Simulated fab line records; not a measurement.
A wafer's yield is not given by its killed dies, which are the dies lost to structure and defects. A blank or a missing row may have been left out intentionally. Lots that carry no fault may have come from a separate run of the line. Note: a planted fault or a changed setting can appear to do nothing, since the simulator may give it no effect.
A lot that was struck, set against a sound lot | flow gf180mcu | 14 out of 602 route steps
Sound: the wafers L667.2, L667.4, L667.6. Wafers struck: L664.1, L664.3, L664.4. At the end, the cause is stated.
Order at every step that has rows: each side's tool, ch and its chambers, its first start. Under that, the readings that differ: sound wafers | struck wafers | difference of the means | sigmas: that difference in standard deviations of wafers without a fault.
alike: words and numbers the same on both sides, and readings whose means are apart by under 2 such deviations; not compared: readings that were withheld, readings missing a value for some wafer, numbers with overlapping values and no deviation given by the record, and bounds like >300 which may hide the same value.
Wherever a step has rows on one side only, a row that says differs or no value, or a row with sigmas, the two part there. Non-overlapping numbers with no deviation appear without sigmas and do not part them. A reading missing from all wafers of one side parts the sides only when that side holds two or more wafers.

GF_M1_SPUTTER_01: material TiN, target thk 30 nm, time 25 s.
  sound: pvd_sputter-04 at day 21 06:49; struck: pvd_sputter-04 at day 20 07:34
  alike: throttle_valve_pct
GF_M1_SPUTTER_02: material AlCu, target thk 450 nm, time 23.9 s.
  sound: pvd_sputter-04 at day 21 06:50; struck: pvd_sputter-04 at day 20 07:35
  alike: throttle_valve_pct
GF_M1_SPUTTER_03: material Ti, target thk 10 nm, time 6.7 s.
  sound: pvd_sputter-04 at day 21 06:52; struck: pvd_sputter-04 at day 20 07:37
  alike: substrate_temp_c, throttle_valve_pct
GF_M1_SPUTTER_04: material TiN, target thk 50 nm, time 41.7 s.
  sound: pvd_sputter-04 at day 21 06:54; struck: pvd_sputter-04 at day 20 07:38
  alike: throttle_valve_pct
GF_M1_RS_MEAS_05: uses a four-point probe to measure.
  sound: film_metro-02 at day 21 06:58; struck: film_metro-02 at day 20 07:41
  alike: M1_ALCU_RS
GF_M1_THK_MEAS_06: measures by xrf.
  sound: film_metro-02 at day 21 07:04; struck: film_metro-02 at day 20 07:48
  alike: M1_ALCU_THK
then, 6 steps without rows for these wafers: GF_M1_DEHYDRATE_07 (time 60 s); GF_M1_HMDS_08 (prime time 60 s); GF_M1_COAT_09 (resist thk 1000 nm); GF_M1_SOFTBAKE_10 (time 60 s); GF_M1_EXPOSE_11 (exposes mask Metal1, target cd 230 nm); GF_M1_PEB_12 (peb time 90 s).
GF_M1_DEVELOP_13: develop time 60 s.
  sound on litho_track-03 ch 0, day 22 06:41; struck on litho_track-01, day 21 07:13
  no value came back on the struck wafers for chill_plate_temp_C (C), develop_time_s (s), developer_temp_C (C); on the sound wafers chill_plate_temp_C (C) reads 23.20 23.19 23.16
  reading                             | sound             | struck         | difference | sigmas
  model.KrF_of_M1_COAT_09.thk_nm (nm) | 981.2 983.4 980.4 | 1003 1001 1001 | +20        |
GF_M1_CD_MEAS_14: the cd target is 230 nm.
  sound: cd_sem-01 at day 22 06:50; struck: cd_sem-02 at day 21 07:22
  reading    | sound             | struck | difference                    | sigmas
  cd_nm (nm) | 232.4 231.0 231.6 | - - -  | no value on the struck wafers |

WHERE THEY PART
Earliest at GF_M1_DEVELOP_13; latest, in this record, at GF_M1_CD_MEAS_14.

WHY: whatever the simulator had introduced
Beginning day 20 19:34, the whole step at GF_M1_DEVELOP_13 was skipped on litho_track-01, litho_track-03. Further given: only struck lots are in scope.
